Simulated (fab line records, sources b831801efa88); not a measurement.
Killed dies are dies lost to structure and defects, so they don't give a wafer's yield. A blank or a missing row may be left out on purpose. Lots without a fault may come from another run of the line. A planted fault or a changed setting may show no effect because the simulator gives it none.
A struck lot beside a sound one | flow sky130 | 22 steps out of a route of 708
Sound: wafers L958.1, L958.2, L958.3. Struck: wafers L965.1, L965.2, L965.6. The cause comes at the end.
At each step with rows: each side's tool, then ch and its chambers, then its first start. Under that, the readings that differ: sound wafers | struck wafers | difference of the means | sigmas: that difference in standard deviations of wafers without a fault.
alike: readings whose means differ by less than 2 such deviations, and words and numbers that are the same on both sides. not compared: withheld readings, readings that some wafer has no value for, bounds like >300 that may hide the same value, and numbers for which the record gives no deviation and whose values overlap.
The two part at a step that has a row with sigmas, a row that says differs or no value, or rows on one side only. Numbers that don't overlap but have no deviation are shown without sigmas and don't part them. A reading that every wafer of one side lacks parts them only if that side has two wafers or more.

first, 4 steps without rows for these wafers: SKY_PWDE_SOFTBAKE_03; SKY_PWDE_EXPOSE_04 (exposes mask PWDEM, target cd 840 nm); SKY_PWDE_PEB_05; SKY_PWDE_DEVELOP_06 (develop time 60 s).
SKY_PWDE_OVL_MEAS_07:
  sound on overlay-01, day 5 19:14; struck on overlay-01, day 7 09:12
  alike: PWDE_OVL
then, 1 step without rows for these wafers: SKY_PWDE_IMPLANT_08.
SKY_PWDE_STRIP_09: strips in O2/N2.
  sound on plasma_asher-04 ch 0,1, day 5 19:25; struck on plasma_asher-01 ch 0,1, day 7 09:23
  alike: drypump_motor_current_A, oes_product_au, strip_time_to_endpoint_s
  not compared: rf_hours_counter_h
SKY_PWDE_TW_MEAS_10:
  sound on film_metro-02, day 5 19:31; struck on film_metro-02, day 7 09:29
  reading | sound             | struck            | difference | sigmas
  PWDE_TW | 363.8 367.9 366.5 | 371.3 372.4 372.3 | +5.9       | +2
then, 4 steps without rows for these wafers: SKY_NWELL_DEHYDRATE_03 (time 60 s); SKY_NWELL_HMDS_04 (prime time 60 s); SKY_NWELL_COAT_05 (resist thk 3000 nm); SKY_NWELL_SOFTBAKE_06.
SKY_NWELL_EXPOSE_07: exposes mask NWM, target cd 840 nm.
  sound on iline_stepper-01 ch 0, day 6 04:47; struck on iline_stepper-02 ch 0, day 7 19:05
  reading | sound             | struck                  | difference | sigmas
  mask    | NWM#0 NWM#0 NWM#0 | HVTPM#0 HVTPM#0 HVTPM#0 | differs    |
then, 2 steps without rows for these wafers: SKY_NWELL_PEB_08; SKY_NWELL_DEVELOP_09 (develop time 60 s).
SKY_NWELL_OVL_MEAS_10:
  sound on overlay-01, day 6 14:14; struck on overlay-02, day 8 04:08
  reading           | sound         | struck | difference                    | sigmas
  NWELL_00_OVL (nm) | -0.2 0.0 -0.2 | - - -  | no value on the struck wafers |
then, 3 steps without rows for these wafers: SKY_NWELL_IMPLANT_11; SKY_NWELL_IMPLANT_12; SKY_NWELL_IMPLANT_13.
SKY_NWELL_STRIP_14: strips in O2/N2.
  sound on plasma_asher-02 ch 0,1, day 6 14:43; struck on plasma_asher-03 ch 0,1, day 8 04:37
  alike: drypump_motor_current_A, oes_product_au, strip_time_to_endpoint_s
  not compared: rf_hours_counter_h
SKY_NWELL_TW_MEAS_15:
  sound on film_metro-02, day 6 14:49; struck on film_metro-02, day 8 04:43
  reading  | sound          | struck   | difference | sigmas
  NWELL_TW | 1813 1804 1797 | 30 30 30 | -1775      | -99 or more
then, 1 step without rows for these wafers: SKY_NWELL_DEHYDRATE_16 (time 60 s).

WHERE THEY PART
First at SKY_PWDE_TW_MEAS_10; last, within this record, at SKY_NWELL_TW_MEAS_15.

WHY: what the simulator had put in
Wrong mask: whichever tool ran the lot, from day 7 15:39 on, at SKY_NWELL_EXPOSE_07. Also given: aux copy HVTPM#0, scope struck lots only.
